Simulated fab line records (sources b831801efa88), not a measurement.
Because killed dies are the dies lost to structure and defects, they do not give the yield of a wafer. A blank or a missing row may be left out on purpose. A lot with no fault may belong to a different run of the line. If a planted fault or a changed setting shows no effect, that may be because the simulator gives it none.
A struck lot beside a sound one ; flow sky130 ; 43 steps out of a route of 708
Sound: these wafers, L728.2, L728.4, L728.6. The struck wafers were L738.3, L738.5. Last of all comes the cause.
Per side, at each step with rows, come the tool, then ch with its chambers, and then its first start. Under that, the readings that differ: sound wafers ; struck wafers ; difference of the means ; sigmas: that difference in standard deviations of wafers without a fault.
alike: readings whose means differ by less than 2 such deviations, and words and numbers that are the same on both sides. not compared: withheld readings, readings that some wafer has no value for, bounds like >300 that may hide the same value, and numbers for which the record gives no deviation and whose values overlap.
The two part at a step that has a row with sigmas, a row that says differs or no value, or rows on one side only. Numbers that have no deviation but don't overlap get no sigmas and don't part them. Lack of a reading on every wafer of one side parts them only where that side has two or more wafers.

first, 5 steps without rows for these wafers: SKY_FIELD_ISO_WET_ETCH_28 (etches SiO2 in dHF, target depth 23.7 nm, time 47 s); SKY_FIELD_ISO_WET_ETCH_29 (etches Si3N4 in H3PO4, target depth 160 nm, time 1825 s); SKY_FIELD_ISO_WET_ETCH_30 (etches SiO2 in dHF, target depth 25 nm, time 50 s); SKY_NWELL_CLEAN_00 (cleans in SC1/SC2, time 150 s); SKY_NWELL_OXIDATION_01 (stabilise 600 s, purge 300 s, target thk 10 nm).
SKY_NWELL_THK_MEAS_02:
  sound on filmMetro-04 at day 4 07:19; struck on filmMetro-03 at day 6 09:59
  alike: NWELL_OXIDATION_THK
then, 6 steps without rows for these wafers: SKY_DNWELL_DEHYDRATE_00 (time 60 s); SKY_DNWELL_HMDS_01 (prime time 60 s); SKY_DNWELL_COAT_02 (resist thk 3000 nm); SKY_DNWELL_SOFTBAKE_03; SKY_DNWELL_EXPOSE_04 (exposes mask DNM, target cd 3000 nm); SKY_DNWELL_PEB_05.
SKY_DNWELL_DEVELOP_06: develop time 60 s.
  sound on lithoTrack-01 ch 0, day 4 23:00; struck on lithoTrack-02 ch 0, day 7 04:00
  alike: chillPlateTempC, resistLineTempC
next, for these wafers, 1 step has no rows: SKY_DNWELL_IMPLANT_07.
SKY_DNWELL_STRIP_08: strips in O2/N2.
  sound on plasmaAsher-02 ch 0,1, day 4 23:43; struck on plasmaAsher-04 ch 0, day 7 05:12
reading;sound;struck;difference;sigmas
stripTimeToEndpointS (s);36.85 36.86 36.88;37.00 37.18;+0.23;+2
  alike: drypumpMotorCurrentA, oesProductAu
  not compared: rfHoursCounterH
SKY_DNWELL_TW_MEAS_09:
  sound on filmMetro-03 at day 4 23:50; struck on filmMetro-04 at day 7 05:18
  alike: DNWELL_TW
then, 7 steps without rows for these wafers: SKY_PWDE_DEHYDRATE_00 (time 60 s); SKY_PWDE_HMDS_01 (prime time 60 s); SKY_PWDE_COAT_02 (resist thk 3000 nm); SKY_PWDE_SOFTBAKE_03; SKY_PWDE_EXPOSE_04 (exposes mask PWDEM, target cd 840 nm); SKY_PWDE_PEB_05; SKY_PWDE_DEVELOP_06 (develop time 60 s).
SKY_PWDE_OVL_MEAS_07:
  sound on overlay-01 at day 5 17:32; struck on overlay-02 at day 8 00:17
  alike: PWDE_OVL
next, for these wafers, 1 step has no rows: SKY_PWDE_IMPLANT_08.
SKY_PWDE_STRIP_09: strips in O2/N2.
  sound on plasmaAsher-01 ch 0,1, day 5 17:43; struck on plasmaAsher-01 ch 0, day 8 00:29
  alike: drypumpMotorCurrentA, oesProductAu, stripTimeToEndpointS
  not compared: rfHoursCounterH
SKY_PWDE_TW_MEAS_10:
  sound on filmMetro-03 at day 5 17:49; struck on filmMetro-03 at day 8 00:35
  alike: PWDE_TW
then, 7 steps without rows for these wafers: SKY_NWELL_DEHYDRATE_03 (time 60 s); SKY_NWELL_HMDS_04 (prime time 60 s); SKY_NWELL_COAT_05 (resist thk 3000 nm); SKY_NWELL_SOFTBAKE_06; SKY_NWELL_EXPOSE_07 (exposes mask NWM, target cd 840 nm); SKY_NWELL_PEB_08; SKY_NWELL_DEVELOP_09 (develop time 60 s).
SKY_NWELL_OVL_MEAS_10:
  sound on overlay-01 at day 6 11:50; struck on overlay-02 at day 8 20:20
  alike: NWELL_00_OVL
then, 3 steps without rows for these wafers: SKY_NWELL_IMPLANT_11; SKY_NWELL_IMPLANT_12; SKY_NWELL_IMPLANT_13.
SKY_NWELL_STRIP_14: strips in O2/N2.
  sound on plasmaAsher-04 ch 0,1, day 6 12:19; struck on plasmaAsher-03 ch 1, day 8 20:50
reading;sound;struck;difference;sigmas
oesProductAu (a.u.);0.723 0.726 0.728;0.722 0.711;-0.009;-2
  alike: drypumpMotorCurrentA, stripTimeToEndpointS
  not compared: rfHoursCounterH
SKY_NWELL_TW_MEAS_15:
  sound on filmMetro-03 at day 6 12:26; struck on filmMetro-03 at day 8 20:56
  alike: NWELL_TW
then, 2 steps without rows for these wafers: SKY_NWELL_DEHYDRATE_16 (time 60 s); SKY_NWELL_HMDS_17 (prime time 60 s).
-- the record jumps here: 41 days lie between the struck wafers' starts before and after (it left off in module NWELL and takes up again in module PAD_OPEN, whose first step shown is number 708 of the route) --
SKY_PAD_OPEN_PROBE_99:
  sound on prober-02 at day 47 19:47; struck on prober-02 at day 50 00:56
reading;sound;struck;difference;sigmas
model.etest.resDeepNwell.widthNm (nm);2988 3013 2994;2863 2867;-133;
model.etest.resDeepNwell.lineOhmUm;741.7 736.7 744.2;779.3 772.4;+35.0;
  alike: killed_at_M0_to_M3, killed_at_M4_up, killedAtContacts, killedAtFrontEnd, killedAtOther, killedDies, killedOpen, killedShort

== WHERE THEY PART ==
At SKY_DNWELL_STRIP_08 first; at SKY_NWELL_STRIP_14 last (within this record only). Later steps at which nothing parts them and some readings are alike: SKY_NWELL_TW_MEAS_15, SKY_PAD_OPEN_PROBE_99.

WHY: what had been put in by the simulator
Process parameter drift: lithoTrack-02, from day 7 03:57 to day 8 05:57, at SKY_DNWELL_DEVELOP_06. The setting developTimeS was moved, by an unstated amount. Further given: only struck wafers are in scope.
